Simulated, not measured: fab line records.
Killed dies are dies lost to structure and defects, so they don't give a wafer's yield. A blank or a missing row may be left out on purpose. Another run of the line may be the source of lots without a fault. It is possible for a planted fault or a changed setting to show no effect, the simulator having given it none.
Struck lot and sound lot, side by side + flow sky130 + 36 steps out of a route of 708
Sound: these wafers, L407.1, L407.3, L407.6. The struck wafers were L393.2, L393.3, L393.4. The cause is given at the end.
Per side, at each step with rows, come the tool, then ch with its chambers, and then its first start. Under that, the readings that differ: sound wafers + struck wafers + difference of the means + sigmas: that difference in standard deviations of wafers without a fault.
alike: words and numbers the same on both sides, and readings whose means are apart by under 2 such deviations; not compared: readings that were withheld, readings missing a value for some wafer, numbers with overlapping values and no deviation given by the record, and bounds like >300 which may hide the same value.
The two part at a step that has a row with sigmas, a row that says differs or no value, or rows on one side only. When numbers do not overlap yet have no deviation, they are printed without sigmas and do not part them. A reading that every wafer of one side lacks parts them only if that side has two wafers or more.

first, 10 steps without rows for these wafers: SKY_GATE_OXIDE_COAT_05 (resist thk 1140 nm); SKY_GATE_OXIDE_SOFTBAKE_06 (time 60 s); SKY_GATE_OXIDE_EXPOSE_07 (exposes mask LVOM, target cd 600 nm); SKY_GATE_OXIDE_PEB_08; SKY_GATE_OXIDE_DEVELOP_09 (develop time 60 s); SKY_GATE_OXIDE_IMPLANT_11; SKY_GATE_OXIDE_WET_ETCH_12 (etches SiO2 in dHF, target depth 16.8 nm, time 336 s); SKY_GATE_OXIDE_STRIP_13 (strips in O2/N2); SKY_GATE_OXIDE_CLEAN_15 (cleans in SC1/SC2, time 150 s); SKY_GATE_OXIDE_OXIDATION_16 (stabilise 600 s, purge 300 s, target thk 3.57 nm).
SKY_POLY_GATE_CVD_00: deposits poly-Si, target thk 180 nm, time 720 s.
  sound on lpcvd-01 ch 0, day 21 07:21; struck on lpcvd-01 ch 1, day 16 18:58
| reading                                       | sound             | struck            | difference | sigmas |
|-----------------------------------------------|-------------------|-------------------|------------|--------|
| spike_tc_centre_C (C)                         | 619.7 620.6 620.3 | 596.7 596.3 597.4 | -23.4      | -17    |
| spike_tc_lower_C (C)                          | 623.2 619.2 620.9 | 624.5 624.3 624.7 | +3.4       | +3     |
| spike_tc_upper_C (C)                          | 618.9 620.5 620.1 | 623.1 622.9 623.7 | +3.4       | +4     |
| zone_power_centre_pct (%)                     | 7.7 7.6 7.7       | 5.2 5.3 5.3       | -2.4       | -3     |
| zone_power_lower_pct (%)                      | 9.50 9.29 9.39    | 10.99 10.92 11.06 | +1.60      | +6     |
| zone_power_upper_pct (%)                      | 7.4 7.3 7.4       | 10.6 10.9 10.5    | +3.3       | +5     |
| model.poly-Si_of_POLY_GATE_CVD_00.thk_nm (nm) | 177.5 178.6 180.5 | 144.2 141.9 141   | -36.5      |        |
SKY_POLY_GATE_THK_MEAS_01:
  sound on film_metro-04 at day 21 08:33; struck on film_metro-04 at day 16 20:10
| reading                   | sound             | struck            | difference | sigmas |
|---------------------------|-------------------|-------------------|------------|--------|
| POLY_GATE_CVD_00_THK (nm) | 177.4 178.5 180.6 | 144.0 141.9 141.0 | -36.5      | -21    |
then, 9 steps without rows for these wafers: SKY_RES_PROTECT_DEHYDRATE_00 (time 60 s); SKY_RES_PROTECT_HMDS_01 (prime time 60 s); SKY_RES_PROTECT_COAT_02 (resist thk 1140 nm); SKY_RES_PROTECT_SOFTBAKE_03 (time 60 s); SKY_RES_PROTECT_EXPOSE_04 (exposes mask RPM, target cd 1270 nm); SKY_RES_PROTECT_PEB_05; SKY_RES_PROTECT_DEVELOP_06 (develop time 60 s); SKY_POLY_GATE_IMPLANT_02; SKY_RES_PROTECT_STRIP_07 (strips in O2/N2).
SKY_RES_PROTECT_CLEAN_09: cleans in SC1/SC2, time 150 s.
  sound on wet_bench-01 ch 1, day 22 14:58; struck on wet_bench-02 ch 2, day 18 00:52
| reading                                       | sound           | struck            | difference | sigmas |
|-----------------------------------------------|-----------------|-------------------|------------|--------|
| model.poly-Si_of_POLY_GATE_CVD_00.thk_nm (nm) | 176.8 178 179.9 | 143.5 141.2 140.4 | -36.5      |        |
then, 11 steps without rows for these wafers: SKY_POLY_GATE_CVD_03 (deposits Si3N4 from DCS/NH3, target thk 75 nm, time 1290 s); SKY_POLY_GATE_DEHYDRATE_05 (time 60 s); SKY_POLY_GATE_HMDS_06 (prime time 60 s); SKY_POLY_GATE_COAT_07 (resist thk 110 nm); SKY_POLY_GATE_COAT_08 (resist thk 450 nm); SKY_POLY_GATE_SOFTBAKE_09 (time 90 s); SKY_POLY_GATE_EXPOSE_10 (exposes mask P1M, target cd 150 nm); SKY_POLY_GATE_PEB_11; SKY_POLY_GATE_DEVELOP_12 (develop time 60 s); SKY_POLY_GATE_ETCH_15 (etches BARC in N2/H2, stops on SiO2, time 118.5 s, target depth 110 nm); SKY_POLY_GATE_ETCH_16 (etches Si3N4 in CH3F/O2, stops on poly-Si, time 144.9 s, target depth 75 nm).
SKY_POLY_GATE_ETCH_17: etches poly-Si in HBr/Cl2, stops on SiO2, target depth 180 nm, time 70.5 s.
  sound on rie_si-02 ch 1,2,3, day 23 22:47; struck on rie_si-02 ch 0,1,3, day 19 09:41
| reading                               | sound             | struck            | difference | sigmas |
|---------------------------------------|-------------------|-------------------|------------|--------|
| oes_product_au (a.u.)                 | 0.974 0.971 0.971 | 0.851 0.845 0.836 | -0.128     | -12    |
| model.etch.depth_nm (nm)              | 175.1 176.2 170.7 | 143.5 141.2 140.4 | -32.3      |        |
| model.POLY_GATE.feature_depth_nm (nm) | 175.1 176.2 170.7 | 143.5 141.2 140.4 | -32.3      |        |
  alike: drypump_motor_current_A, throttle_valve_pct
  not compared: rf_hours_counter_h
then, 1 step without rows for these wafers: SKY_POLY_GATE_STRIP_18 (strips in O2/N2).
-- record jumps: 28 days separate the struck wafers' starts on either side; left off in module POLY_GATE, taken up again in module PAD_OPEN, whose first shown step is the route's number 708 --
SKY_PAD_OPEN_PROBE_99:
  sound on prober-02 at day 50 12:18; struck on prober-01 at day 47 17:08
| reading                             | sound             | struck            | difference | sigmas |
|-------------------------------------|-------------------|-------------------|------------|--------|
| model.etest.res_high_po.line_ohm_um | 766.8 772.8 783.6 | 898.6 903.8 934.3 | +137.8     |        |
| model.etest.res_poly.line_ohm_um    | 525.2 528.3 523   | 619.7 602.6 643.4 | +96.4      |        |
| model.etest.res_high_po.rs_ohm_sq   | 267.8 270.9 269.1 | 318.7 322.2 328.9 | +54.0      |        |
| model.etest.res_poly.rs_ohm_sq      | 49.38 49.88 49.87 | 59.38 60.09 61.04 | +10.46     |        |
| model.etest.cap_li_to_poly.c_af_um2 | 102.3 99.67 98.49 | 87.17 89.65 88.91 | -11.58     |        |
  alike: killed_at_M0_to_M3, killed_at_M4_up, killed_at_contacts, killed_at_front_end, killed_at_other, killed_dies, killed_open, killed_short

## WHERE THEY PART
First at SKY_POLY_GATE_CVD_00; last, within this record, at SKY_POLY_GATE_ETCH_17. Later steps at which nothing parts them and some readings are alike: SKY_PAD_OPEN_PROBE_99.

WHY: the cause the simulator had injected
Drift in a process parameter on lpcvd-01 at SKY_POLY_GATE_CVD_00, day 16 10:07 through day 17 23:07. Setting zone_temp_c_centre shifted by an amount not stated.
